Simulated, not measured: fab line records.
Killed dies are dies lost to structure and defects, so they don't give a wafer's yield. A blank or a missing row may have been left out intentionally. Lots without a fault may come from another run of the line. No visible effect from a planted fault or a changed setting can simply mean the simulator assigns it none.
Tool commonality check + flow gf180mcu + 45 wafers sampled across 13 lots

## THE REASON FOR OPENING IT
2 of 13 lots carry a flag on the reading MVPSD_RS at GF_VT_IMPLANT_RS_MEAS_49. Fault-free wafers read 1170.0 ohm/sq, with a standard deviation of 2.6.
Rule: a lot is flagged when every wafer of it that has a number lies more than 4 standard deviations from that mean, or none has a number. The rest of the lots are taken to be sound.

| lot  | measured     | on           | MVPSD_RS (ohm/sq), wafer by wafer         | flag    |
|------|--------------|--------------|-------------------------------------------|---------|
| L953 | day 7 08:39  | filmMetro-02 | 1169.3 1170.3 1171.2                      |         |
| L955 | day 7 22:07  | filmMetro-04 | 1176.1 1175.4 1174.2                      |         |
| L956 | day 8 06:47  | filmMetro-01 | 1171.7 1171.2 1167.5                      |         |
| L958 | day 8 18:44  | filmMetro-02 | 1193.7 1186.9 1190.4 1193.4 1190.0 1193.3 | FLAGGED |
| L959 | day 9 01:19  | filmMetro-01 | 1195.0 1193.5 1195.3 1197.2 1195.1 1195.1 | FLAGGED |
| L962 | day 9 20:37  | filmMetro-01 | 1172.1 1173.5 1172.9                      |         |
| L966 | day 10 23:40 | filmMetro-02 | 1171.9 1168.7 1171.8                      |         |
| L969 | day 12 07:07 | filmMetro-02 | 1169.5 1167.0 1169.6                      |         |
| L971 | day 12 08:53 | filmMetro-01 | 1171.7 1169.0 1169.5                      |         |
| L972 | day 12 17:59 | filmMetro-04 | 1172.3 1176.6 1170.8                      |         |
| L973 | day 13 10:49 | filmMetro-02 | 1168.3 1168.0 1168.4                      |         |
| L974 | day 13 15:58 | filmMetro-02 | 1167.7 1169.9 1169.7                      |         |
| L975 | day 14 04:26 | filmMetro-01 | 1174.3 1170.6 1172.8                      |         |
The mean of the flagged lots' numbers is 1193.2 ohm/sq, +23.2 ohm/sq from the usual (+9 standard deviations).

## EACH LOT AND THE TOOL IT RAN ON
The record holds 1 process step before the reading, out of a route of 602 steps. Cell contents, in order: the tool; ch with the chambers the sampled wafers went through; the start.
| lot  | flag    | GF_MVPSD_IMPLANT_09             |
|------|---------|---------------------------------|
| L953 |         | implanter-04 ch 0, day 5 01:45  |
| L955 |         | implanter-03 ch 0, day 5 10:38  |
| L956 |         | implanter-03 ch 0, day 5 14:16  |
| L958 | FLAGGED | implanter-03 ch 0, day 6 01:04  |
| L959 | FLAGGED | implanter-03 ch 0, day 6 06:15  |
| L962 |         | implanter-04 ch 0, day 6 23:18  |
| L966 |         | implanter-04 ch 0, day 7 23:48  |
| L969 |         | implanter-04 ch 0, day 9 03:32  |
| L971 |         | implanter-04 ch 0, day 9 07:25  |
| L972 |         | implanter-03 ch 0, day 9 14:28  |
| L973 |         | implanter-02 ch 0, day 10 03:44 |
| L974 |         | implanter-02 ch 0, day 10 11:14 |
| L975 |         | implanter-04 ch 0, day 10 20:43 |
What these steps do:
- GF_MVPSD_IMPLANT_09
- GF_VT_IMPLANT_RS_MEAS_49: measures by four-point-probe.

## FLAGGED OVER TOTAL, TOOL BY TOOL (the gauges that took the reading come last)
| step                     | tool         | lots run | flagged | share of the flagged lots | sound lots run after its first flagged lot |
|--------------------------|--------------|----------|---------|---------------------------|--------------------------------------------|
| GF_MVPSD_IMPLANT_09      | implanter-02 | 2        | 0       | none                      | -                                          |
| GF_MVPSD_IMPLANT_09      | implanter-03 | 5        | 2       | all                       | 1 (L972)                                   |
| GF_MVPSD_IMPLANT_09      | implanter-04 | 6        | 0       | none                      | -                                          |
| GF_VT_IMPLANT_RS_MEAS_49 | filmMetro-01 | 5        | 1       | some                      | 3 (L962,L971,L975)                         |
| GF_VT_IMPLANT_RS_MEAS_49 | filmMetro-02 | 6        | 1       | some                      | 4 (L966,L969,L973,L974)                    |
| GF_VT_IMPLANT_RS_MEAS_49 | filmMetro-04 | 2        | 0       | none                      | -                                          |

## WHAT THE TABLE ALLOWS
All flagged lots share 1 row of the table, namely implanter-03 at GF_MVPSD_IMPLANT_09.
- implanter-03 at GF_MVPSD_IMPLANT_09: 2 of its 5 lots flagged. Lots that were sound ran on it after the first flagged one (L972); a persistent fault on the entire tool would not allow that.
None of the table's rows ran every flagged lot and, after the first, no sound lot.

## WHAT THE SIMULATOR PUT IN
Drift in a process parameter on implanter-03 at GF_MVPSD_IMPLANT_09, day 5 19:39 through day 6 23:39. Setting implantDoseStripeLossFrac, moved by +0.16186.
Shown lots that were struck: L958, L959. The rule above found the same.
